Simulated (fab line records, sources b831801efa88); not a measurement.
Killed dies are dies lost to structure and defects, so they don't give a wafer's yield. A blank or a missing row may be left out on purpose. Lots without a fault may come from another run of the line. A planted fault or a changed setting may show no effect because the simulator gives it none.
Chamber matching | flow sky130 | SKY_CONTACT_CMP_27 on cmp-01: 4 sister chambers
The step polishes, stops on SiO2, t overpolish 15 s, target thk 0 nm. 4 wafers are shown with their chamber, then 6 later ones without.

WAFERS WITH THEIR CHAMBER
wafer  | chamber | time_to_endpoint_s (s)
L446.2 | 1       | 85
L448.5 | 2       | 85
L449.1 | 3       | 85
L449.4 | 0       | 79

WAFERS WITHOUT THEIR CHAMBER
wafer  | time_to_endpoint_s (s)
L449.5 | 84
L453.1 | 77
L453.4 | 76
L453.6 | 83
L455.2 | 85
L455.3 | 84

WHICH CHAMBER EACH WENT THROUGH
wafer  | from the rows above               | in truth
L449.5 | can't be placed: 1 or 2 or 3      | 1
L453.1 | 0                                 | 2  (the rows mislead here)
L453.4 | 0                                 | 0
L453.6 | can't be placed: 1 or 2 or 3 or 0 | 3
L455.2 | can't be placed: 1 or 2 or 3      | 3
L455.3 | can't be placed: 1 or 2 or 3      | 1
Placed correctly: 1 of 6. Can't be placed from these rows: 4 (the true chamber is among the candidates in 4). Placed wrongly: 1.
How it was worked out, from the rows above alone: a wafer's distance from a chamber is the root of the sum, over the readings, of the square of ((its reading less the chamber's mean) divided by the reading's scatter). The wafer belongs to the nearest chamber; if the next one is less than 2 further off, it can't be placed. A chamber's mean is the mean of its shown wafers. The scatter: with one shown wafer a chamber, the root of the mean of the squares of how far each hidden wafer lies from its nearest shown one.
